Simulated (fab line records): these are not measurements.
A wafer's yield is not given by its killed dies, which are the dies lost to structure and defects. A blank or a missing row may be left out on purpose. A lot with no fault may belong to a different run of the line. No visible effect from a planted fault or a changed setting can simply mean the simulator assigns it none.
Comparing a struck lot with a sound one | flow sky130 | 17 steps out of a route of 708
Sound: these wafers, L939.1, L939.2, L939.4. Wafers L951.1, L951.2, L951.3 were the ones struck. At the end, the cause is stated.
For every step that has rows: the tool of each side, followed by ch and its chambers, followed by its first start. Under that, the readings that differ: sound wafers | struck wafers | difference of the means | sigmas: that difference in standard deviations of wafers without a fault.
alike: readings with means less than 2 such deviations apart, plus words and numbers identical on both sides. not compared: withheld readings, readings lacking a value on some wafer, bounds such as >300 that could conceal the same value, and numbers that have no deviation in the record and whose values overlap.
The two part at a step that has a row with sigmas, a row that says differs or no value, or rows on one side only. Numbers that don't overlap but have no deviation are shown without sigmas and don't part them. A reading that every wafer of one side lacks parts them only if that side has two wafers or more.

SKY_LDD_P_OVL_MEAS_08:
  sound on overlay-02, day 18 20:13; struck on overlay-01, day 24 03:40
  alike: LDD_P_OVL
next, for these wafers, 1 step has no rows: SKY_LDD_P_IMPLANT_09.
SKY_LDD_P_STRIP_10: strips in O2/N2.
  sound on plasma asher-03 ch 0,1, day 18 20:24; struck on plasma asher-03 ch 0,1, day 24 03:51
  alike: drypump motor current A, oes product au, strip time to endpoint s
  not compared: rf hours counter h
SKY_LDD_P_TW_MEAS_11:
  sound on film metro-03, day 18 20:30; struck on film metro-02, day 24 03:57
  reading  | sound       | struck      | difference | sigmas
  LDD_P_TW | 636 638 639 | 629 630 629 | -8         | -2
then, 7 steps without rows for these wafers: SKY_LDD_HVN_DEHYDRATE_00 (time 60 s); SKY_LDD_HVN_HMDS_01 (prime time 60 s); SKY_LDD_HVN_COAT_02 (resist thk 300 nm); SKY_LDD_HVN_SOFTBAKE_03 (time 60 s); SKY_LDD_HVN_EXPOSE_04 (exposes mask HVNTM, target cd 700 nm); SKY_LDD_HVN_PEB_05; SKY_LDD_HVN_DEVELOP_06 (develop time 60 s).
SKY_LDD_HVN_OVL_MEAS_07:
  sound on overlay-01, day 20 02:52; struck on overlay-01, day 25 09:26
  alike: LDD_HVN_OVL
SKY_LDD_HVN_IMPLANT_08:
  sound on implanter-04 ch 0, day 20 02:55; struck on implanter-04 ch 0, day 25 09:29
  reading            | sound                         | struck                        | difference | sigmas
  dose ions cm2      | 2.996e+13 2.996e+13 3.004e+13 | 4.538e+13 4.538e+13 4.534e+13 | +1.538e+13 | +99 or more
  faraday current uA | 167 174 172                   | 263 257 253                   | +87        | +29
SKY_LDD_HVN_STRIP_09: strips in O2/N2.
  sound on plasma asher-02 ch 0,1, day 20 03:04; struck on plasma asher-04 ch 0,1, day 25 09:38
  alike: drypump motor current A, oes product au, strip time to endpoint s
  not compared: rf hours counter h
SKY_LDD_HVN_TW_MEAS_10:
  sound on film metro-04, day 20 03:10; struck on film metro-01, day 25 09:44
  reading    | sound          | struck         | difference | sigmas
  LDD_HVN_TW | 1433 1443 1433 | 1642 1647 1646 | +209       | +25
then, 1 step without rows for these wafers: SKY_LDD_HVP_DEHYDRATE_00 (time 60 s).
-- here the record skips 24 days between the struck wafers' starts before and after, leaving off in module LDD_HVP and picking up in module PAD_OPEN (first step shown: number 708 of the route) --
SKY_PAD_OPEN_PROBE_99:
  sound on prober-02, day 45 19:49; struck on prober-02, day 49 02:47
  reading                                 | sound               | struck              | difference | sigmas
  model.etest.tip_n_5v.rs ohm sq          | 1411 1392 1388      | 1013 1012 1004      | -387       |
  model.etest.nfet g5v0d10v5.r on ohm um  | 1899 1885 1871      | 1791 1807 1817      | -80        |
  model.etest.nfet g5v0d10v5.drive ua um  | 595 599.2 606.8     | 617.8 615.7 617.1   | +16.5      |
  model.etest.ring_5v.delay ps            | 45.06 44.95 44.41   | 44.16 44.07 44.07   | -0.71      |
  model.etest.nfet g5v0d10v5.vt sat v (V) | 0.7811 0.7726 0.771 | 0.7353 0.7312 0.726 | -0.0441    |
  model.etest.nfet g5v0d10v5.vt v (V)     | 0.8375 0.826 0.8307 | 0.8253 0.821 0.8178 | -0.0100    |
  alike: killed_at_M0_to_M3, killed_at_M4_up, killed at contacts, killed at front end, killed at other, killed dies, killed open, killed short
  not compared: model.etest.nfet_05v0_nvt.drive ua um, model.etest.res ndiff hv.rs ohm sq

WHERE THEY PART
First at SKY_LDD_P_TW_MEAS_11; last, within this record, at SKY_LDD_HVN_TW_MEAS_10. Later steps at which nothing parts them and some readings are alike: SKY_PAD_OPEN_PROBE_99.

WHY: whatever the simulator had introduced
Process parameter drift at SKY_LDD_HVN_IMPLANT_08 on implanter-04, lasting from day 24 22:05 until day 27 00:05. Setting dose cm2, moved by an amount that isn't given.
